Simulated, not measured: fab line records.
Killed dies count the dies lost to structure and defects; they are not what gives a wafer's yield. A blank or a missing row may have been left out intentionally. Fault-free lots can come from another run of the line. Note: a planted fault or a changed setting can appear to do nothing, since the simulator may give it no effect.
Tool commonality check    flow gf180mcu    14 lots and 42 wafers in the sample

## REASON IT WAS OPENED
2 of 14 lots carry a flag on the reading LVPWELL_TW at GF_LVPWELL_TW_MEAS_11. Fault-free wafers read 558, with a standard deviation of 3.2.
Rule: a lot is flagged when every wafer of it that has a number lies more than 4 standard deviations from that mean, or none has a number. All remaining lots are regarded as sound.

lot   measured     on             LVPWELL_TW, wafer by wafer  flag
L939  day 3 21:07  film_metro-02  559 557 561                 
L940  day 4 02:25  film_metro-01  553 553 555                 
L943  day 4 18:54  film_metro-02  555 558 553                 
L944  day 5 01:55  film_metro-02  556 558 560                 
L945  day 5 04:25  film_metro-01  561 561 562                 
L946  day 5 12:34  film_metro-02  559 561 558                 
L947  day 5 18:55  film_metro-04  563 563 564                 
L948  day 5 22:31  film_metro-01  558 559 559                 
L950  day 6 13:37  film_metro-04  1601 1608 1596              FLAGGED
L951  day 6 17:19  film_metro-02  1578 1578 1572              FLAGGED
L954  day 7 09:39  film_metro-02  558 559 560                 
L960  day 8 20:53  film_metro-01  555 553 554                 
L961  day 9 00:40  film_metro-04  563 562 558                 
L962  day 9 11:11  film_metro-01  560 562 559                 
Averaged over the flagged lots the numbers come to 1589, +1031 from the usual (+99 or more standard deviations).

## EACH LOT AND THE TOOL IT RAN ON
2 process steps preceding the reading are held in the record, out of 602 steps in the route. Each cell gives the tool, then ch followed by the chambers the sampled wafers passed through, then the start.
lot   flag     GF_STI_ETCH_13                     GF_NWELL_COAT_02
L939           rie_diel-03 ch 0,2,3, day 2 01:44  litho_track-04 ch 0, day 3 00:58
L940           rie_diel-03 ch 0,1,2, day 2 07:08  litho_track-02 ch 0, day 3 06:08
L943           rie_diel-04 ch 0,2,3, day 2 21:32  litho_track-01 ch 0, day 3 21:13
L944           rie_diel-03 ch 1,3, day 3 03:11    litho_track-04 ch 0, day 4 03:57
L945           rie_diel-04 ch 1,2, day 3 08:29    litho_track-04 ch 0, day 4 07:13
L946           rie_diel-01 ch 0,3, day 3 13:44    litho_track-02 ch 0, day 4 14:11
L947           rie_diel-04 ch 0,2, day 3 20:26    litho_track-01 ch 0, day 4 20:38
L948           rie_diel-01 ch 1,2,3, day 3 23:11  litho_track-01 ch 0, day 4 23:49
L950  FLAGGED  rie_diel-01 ch 0,1,3, day 4 11:59  litho_track-04, day 5 15:22
L951  FLAGGED  rie_diel-03 ch 0,3, day 4 14:11    litho_track-02, day 5 17:58
L954           rie_diel-01 ch 1,2, day 5 07:14    litho_track-02 ch 0, day 6 10:26
L960           rie_diel-03 ch 0,1,3, day 6 15:17  litho_track-02 ch 0, day 7 19:44
L961           rie_diel-01 ch 0,1,2, day 6 18:53  litho_track-04 ch 0, day 7 21:41
L962           rie_diel-04 ch 0,1,3, day 7 00:35  litho_track-01 ch 0, day 8 09:34
What the steps here do:
- GF_STI_ETCH_13: etches the open film in CHF3/O2, stops on Si, target depth 282.31 nm, time 112.9 s.
- GF_NWELL_COAT_02: resist thk 3000 nm.
- GF_LVPWELL_TW_MEAS_11

## FLAGGED AGAINST TOTAL, ONE TOOL AT A TIME (gauges that did the reading follow at the end)
step                   tool            lots run  flagged  share of the flagged lots  sound lots run after its first flagged lot
GF_STI_ETCH_13         rie_diel-01     5         1        some                       2 (L954,L961)
GF_STI_ETCH_13         rie_diel-03     5         1        some                       1 (L960)
GF_STI_ETCH_13         rie_diel-04     4         0        none                       -
GF_NWELL_COAT_02       litho_track-01  4         0        none                       -
GF_NWELL_COAT_02       litho_track-02  5         1        some                       2 (L954,L960)
GF_NWELL_COAT_02       litho_track-04  5         1        some                       1 (L961)
GF_LVPWELL_TW_MEAS_11  film_metro-01   5         0        none                       -
GF_LVPWELL_TW_MEAS_11  film_metro-02   6         1        some                       1 (L954)
GF_LVPWELL_TW_MEAS_11  film_metro-04   3         1        some                       1 (L961)

## THE TABLE: WHAT IT ALLOWS
No row of the table ran every flagged lot.

## WHAT THE SIMULATOR PUT IN
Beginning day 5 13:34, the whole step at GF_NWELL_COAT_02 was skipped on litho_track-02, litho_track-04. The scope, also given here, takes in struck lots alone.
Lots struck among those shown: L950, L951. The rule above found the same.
